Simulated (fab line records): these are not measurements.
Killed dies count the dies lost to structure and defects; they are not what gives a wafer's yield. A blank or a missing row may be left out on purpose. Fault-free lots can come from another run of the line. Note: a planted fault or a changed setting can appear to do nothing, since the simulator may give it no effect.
Matching of chambers	flow gf180mcu	GF_V4_CMP_26 on cmp-02: 4 sister chambers
The step polishes, stops on SiO2, t overpolish 15 s, target thk 0 nm. 24 wafers are shown with their chamber, then 12 later ones without.

== EACH WAFER AND ITS CHAMBER ==
wafer	chamber	motor_current_A (A)	time_to_endpoint_s (s)	overpolish_run_s (s)
L895.1	0	14.0	89	15.001
L895.3	2	10.7	85	15.000
L895.5	3	13.4	85	14.994
L898.1	2	10.3	84	15.007
L898.3	0	14.5	91	14.989
L898.4	1	12.0	92	14.983
L899.1	1	11.9	87	15.011
L899.2	2	11.8	80	15.002
L899.5	0	13.8	87	15.001
L900.1	0	14.0	90	15.013
L900.3	2	10.3	85	14.998
L900.4	3	13.2	81	15.004
L903.1	3	13.8	85	15.004
L903.2	0	14.0	86	14.991
L903.4	1	11.7	90	15.006
L904.3	0	14.2	87	15.000
L904.4	3	12.8	78	15.001
L904.6	3	13.0	81	15.019
L905.2	2	11.1	80	14.997
L905.4	3	14.6	81	15.001
L905.5	1	12.0	91	14.998
L906.2	0	13.8	87	14.995
L906.3	3	13.7	80	14.996
L906.6	1	11.2	89	15.006

SIGNATURES (averages over the wafers above)
reading	chamber 0	chamber 1	chamber 2	chamber 3	scatter within a chamber
motor_current_A	14.043	11.760	10.840	13.500	0.479
time_to_endpoint_s	88.14	89.80	82.80	81.57	2.26
overpolish_run_s	14.99857	15.00080	15.00080	15.00271	0.00814
Rule: for a wafer and a chamber, the distance is found by dividing, reading by reading, the gap between the wafer's reading and the chamber's mean by the reading's scatter, squaring, summing and taking the root. If the next closest chamber is less than 2 further off than the closest, the wafer can't be placed; otherwise it belongs to the closest. How the scatter is found: for the shown wafers, subtract from each reading the mean of its chamber, square and add these, divide the total by (wafers less chambers), then take the root.

== WAFERS WITHOUT THEIR CHAMBER ==
wafer	motor_current_A (A)	time_to_endpoint_s (s)	overpolish_run_s (s)
L907.2	14.0	89	15.008
L907.4	13.6	85	15.011
L907.6	14.4	85	15.011
L908.1	11.3	82	14.997
L908.2	13.5	88	15.009
L908.4	13.5	83	14.997
L909.1	11.0	83	15.001
L909.2	13.6	84	14.999
L909.4	11.3	89	14.997
L918.1	14.2	84	14.989
L918.5	14.6	86	14.981
L918.6	12.1	87	14.992

== WHICH CHAMBER EACH WENT THROUGH ==
wafer	from the rows above	in truth
L907.2	0	0
L907.4	can't be placed: 3 or 0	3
L907.6	can't be placed: 0 or 3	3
L908.1	2	2
L908.2	can't be placed: 0 or 3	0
L908.4	can't be placed: 3 or 0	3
L909.1	2	2
L909.2	can't be placed: 3 or 0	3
L909.4	can't be placed: 1 or 2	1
L918.1	can't be placed: 0 or 3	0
L918.5	can't be placed: 0 or 3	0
L918.6	can't be placed: 1 or 2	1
Placed correctly: 3 of 12. Can't be placed from these rows: 9 (the true chamber is among the candidates in 9). 0 placed wrongly.
